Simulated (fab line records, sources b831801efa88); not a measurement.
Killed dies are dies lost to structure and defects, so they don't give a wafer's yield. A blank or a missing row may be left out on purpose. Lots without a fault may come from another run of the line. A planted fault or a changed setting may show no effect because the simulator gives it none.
Problem report in the 8D (eight disciplines) form, filled by code | flow gf180mcu | the parts of the form that need people (team, actions taken, sign-off) are left out

1. THE PROBLEM
oes_product_au at GF_M1_METAL_ETCH_16 reads a mean of 0.783 a.u. on 6 wafers of 2 lots; wafers without a fault read 0.988 a.u. with a standard deviation of 0.0065. That is -32 standard deviations from the usual mean.
The step: etches the open film in Cl2/BCl3, stops on SiO2, target depth 750.8 nm, time 125.1 s.
First seen on wafer L663.3, day 21 02:42, on rie_metal-01. The record holds 42 wafers of 14 lots with a number at this step. Rule for "out", or "out of limits": more than 4 standard deviations from the usual mean. The other wafers with a number count as sound.

2. WHAT IT IS AND WHAT IT IS NOT
question                    | is                                 | is not
which readings at this step | oes_product_au, throttle_valve_pct | bcl3_flow_sccm, drypump_motor_current_A
which lots                  | L663, L665                         | L654, L655, L656, L657, L659, L661, L662, L664, L672, L673, L674, L675
which wafers of those lots  | all that have a number             | -
read on which tools         | rie_metal-01                       | rie_metal-02, rie_metal-04
when                        | from day 21 02:42                  | up to then (21 sound wafers); but 15 sound wafers of L664, L672, L673, L674, L675 came after

3. SUSPECTS, AND WHAT RULES EACH OUT
Counting: a tool at a process step up to the reading stays a suspect if it ran every lot that is out and no sound lot after the first of them.
- rie_metal-01 at GF_M1_METAL_ETCH_16 (etches the open film in Cl2/BCl3, stops on SiO2, target depth 750.8 nm, time 125.1 s): ruled out as a lasting fault. Sound lots L672, L673 ran on it after its first lot that is out, L663 (day 21 02:42).
Left after counting: nothing in the record.

4. THE CAUSE (what the simulator had put in)
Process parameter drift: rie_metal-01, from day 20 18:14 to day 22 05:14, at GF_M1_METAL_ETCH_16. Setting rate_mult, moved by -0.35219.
Counting ruled it out, wrongly.

5. THE CHAIN OF EFFECTS, in route order
Each row: a reading whose mean over the struck wafers that have a number lies more than 3 standard deviations from the usual. Only readings for which the record gives a usual standard deviation are gone through. hours: the time from each lot's start at the first step in this table that gives one to its start at this step, as a median over the lots. sigmas: the change in usual standard deviations.
hours | step                | reading                  | usual      | on struck wafers | change | sigmas
0     | GF_M1_METAL_ETCH_16 | oes_product_au           | 0.988 a.u. | 0.783            | -0.205 | -32
0     | GF_M1_METAL_ETCH_16 | throttle_valve_pct       | 28.233 %   | 28.459           | +0.226 | +20
0     | GF_M1_STRIP_17      | oes_product_au           | 0.538 a.u. | 0.578            | +0.040 | +7.6
0     | GF_M1_STRIP_17      | strip_time_to_endpoint_s | 7.41 s     | 8.40             | +0.99  | +20
The process steps in it:
- GF_M1_METAL_ETCH_16: etches the open film in Cl2/BCl3, stops on SiO2, target depth 750.8 nm, time 125.1 s.
- GF_M1_STRIP_17: strips in O2/N2.

6. WHAT WOULD HAVE CAUGHT IT SOONER
In this record the first reading out of limits was taken at day 21 02:42, 8 hours after the fault began at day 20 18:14.
